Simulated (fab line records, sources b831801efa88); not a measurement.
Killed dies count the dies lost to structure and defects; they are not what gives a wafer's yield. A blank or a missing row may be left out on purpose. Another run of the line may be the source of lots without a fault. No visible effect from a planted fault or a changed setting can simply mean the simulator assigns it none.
Struck lot and sound lot, side by side || flow sky130 || 16 out of 708 route steps
Sound: the wafers L524.1, L524.3, L524.4. Struck: wafers L534.1, L534.2, L534.6. The cause comes at the end.
Each step with rows lists, per side, the tool, then ch with its chambers, then its first start. Under that, the readings that differ: sound wafers || struck wafers || difference of the means || sigmas: that difference in standard deviations of wafers without a fault.
alike: readings with means less than 2 such deviations apart, plus words and numbers identical on both sides. not compared: withheld readings, readings lacking a value on some wafer, bounds such as >300 that could conceal the same value, and numbers that have no deviation in the record and whose values overlap.
A row with sigmas, a row that says differs or no value, or rows on one side alone: a step with any of these is where the two part. When numbers do not overlap yet have no deviation, they are printed without sigmas and do not part them. A reading missing from all wafers of one side parts the sides only when that side holds two or more wafers.

first, 5 steps without rows for these wafers: SKY_POLY_GATE_COAT_08 (resist thk 450 nm); SKY_POLY_GATE_SOFTBAKE_09 (time 90 s); SKY_POLY_GATE_EXPOSE_10 (exposes mask P1M, target cd 150 nm); SKY_POLY_GATE_PEB_11; SKY_POLY_GATE_DEVELOP_12 (develop time 60 s).
SKY_POLY_GATE_CD_MEAS_13: the cd target is 150 nm.
  sound: cd sem-01 at day 19 22:43; struck: cd sem-01 at day 23 00:32
  alike: cd nm
SKY_POLY_GATE_OVL_MEAS_14:
  sound: overlay-02 at day 19 22:50; struck: overlay-01 at day 23 00:40
  alike: POLY_GATE_OVL
SKY_POLY_GATE_ETCH_15: etches BARC in N2/H2, stops on SiO2, time 118.5 s, target depth 110 nm.
  sound on rie diel-02 ch 0,3, day 19 22:52; struck on rie diel-03 ch 2,3, day 23 00:41
  alike: drypump motor current A, oes product au, throttle valve pct
  not compared: rf hours counter h
SKY_POLY_GATE_ETCH_16: etches Si3N4 in CH3F/O2, stops on poly-Si, time 147.5 s, target depth 75 nm.
  sound on rie diel-02 ch 0,3, day 19 22:58; struck on rie diel-03 ch 2,3, day 23 00:47
  alike: drypump motor current A, oes product au, throttle valve pct
  not compared: rf hours counter h
SKY_POLY_GATE_ETCH_17: etches poly-Si in HBr/Cl2, stops on SiO2, target depth 180 nm, time 70.5 s.
  sound on rie si-01 ch 0,1,3, day 19 23:03; struck on rie si-02 ch 0,1,2, day 23 00:53
  alike: drypump motor current A, he backside leak sccm, oes product au, throttle valve pct
  not compared: rf hours counter h
SKY_POLY_GATE_STRIP_18: strips in O2/N2.
  sound on plasma asher-01 ch 0,1, day 19 23:07; struck on plasma asher-02 ch 0,1, day 23 00:56
  alike: drypump motor current A, oes product au, strip time to endpoint s
  not compared: rf hours counter h
then, 1 step without rows for these wafers: SKY_POLY_GATE_CLEAN_19 (cleans in SC1/SC2, time 150 s).
SKY_POLY_GATE_OXIDATION_20: stabilise 600 s, purge 300 s, target thk 4 nm.
  sound on furnace-02 ch 0, day 19 23:37; struck on furnace-02 ch 0, day 23 01:05
{"reading": "spike tc bottom C (C)", "sound": "869.8 871.1 870.2", "struck": "877.8 879.5 880.3", "difference": "+8.8", "sigmas": "+3"}
{"reading": "spike tc centre C (C)", "sound": "852.2 851.0 849.5", "struck": "858.1 857.0 858.6", "difference": "+7.0", "sigmas": "+6"}
{"reading": "spike tc lower C (C)", "sound": "852.8 851.2 852.4", "struck": "860.8 861.0 860.4", "difference": "+8.6", "sigmas": "+7"}
{"reading": "spike tc top C (C)", "sound": "862.8 864.0 864.5", "struck": "873.5 874.1 875.0", "difference": "+10.4", "sigmas": "+4"}
{"reading": "spike tc upper C (C)", "sound": "848.3 850.2 849.6", "struck": "857.1 858.5 857.2", "difference": "+8.2", "sigmas": "+8"}
{"reading": "tube center temp C (C)", "sound": "850.17 849.98 849.83", "struck": "859.18 859.28 859.13", "difference": "+9.20", "sigmas": "+99 or more"}
{"reading": "tube_center_temp_C_max", "sound": "852.1 852.6 852.3", "struck": "861.1 861.9 861.7", "difference": "+9.2", "sigmas": "+28"}
{"reading": "model.SiO2_of_POLY_GATE_OXIDATION_20.thk nm (nm)", "sound": "4.023 3.997 4.005", "struck": "4.539 4.575 4.533", "difference": "+0.541", "sigmas": ""}
  alike: zone power centre pct, zone power top pct
SKY_POLY_GATE_THK_MEAS_21:
  sound: film metro-04 at day 20 00:52; struck: film metro-04 at day 23 02:20
{"reading": "POLY_GATE_OXIDATION_THK (nm)", "sound": "4.00 3.95 4.01", "struck": "4.53 4.58 4.58", "difference": "+0.58", "sigmas": "+8"}
SKY_POLY_GATE_CD_MEAS_22:
  sound: cd sem-01 at day 20 00:56; struck: cd sem-02 at day 23 02:23
  alike: cd nm
-- record jumps: 27 days separate the struck wafers' starts on either side; left off in module POLY_GATE, taken up again in module PAD_OPEN, whose first shown step is the route's number 708 --
SKY_PAD_OPEN_PROBE_99:
  sound: prober-01 at day 48 10:28; struck: prober-01 at day 50 04:08
{"reading": "model.etest.tip n.rs ohm sq", "sound": "444.6 443.2 445.7", "struck": "452.6 452.7 449.8", "difference": "+7.2", "sigmas": ""}
  alike: killed_at_M0_to_M3, killed_at_M4_up, killed at contacts, killed at front end, killed at other, killed dies, killed open, killed short

WHERE THEY PART
Earliest at SKY_POLY_GATE_OXIDATION_20; latest, in this record, at SKY_POLY_GATE_THK_MEAS_21. Later steps at which nothing parts them and some readings are alike: SKY_POLY_GATE_CD_MEAS_22, SKY_PAD_OPEN_PROBE_99.

WHY: the cause the simulator had injected
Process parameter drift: furnace-02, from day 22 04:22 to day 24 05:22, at SKY_POLY_GATE_OXIDATION_20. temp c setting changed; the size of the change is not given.
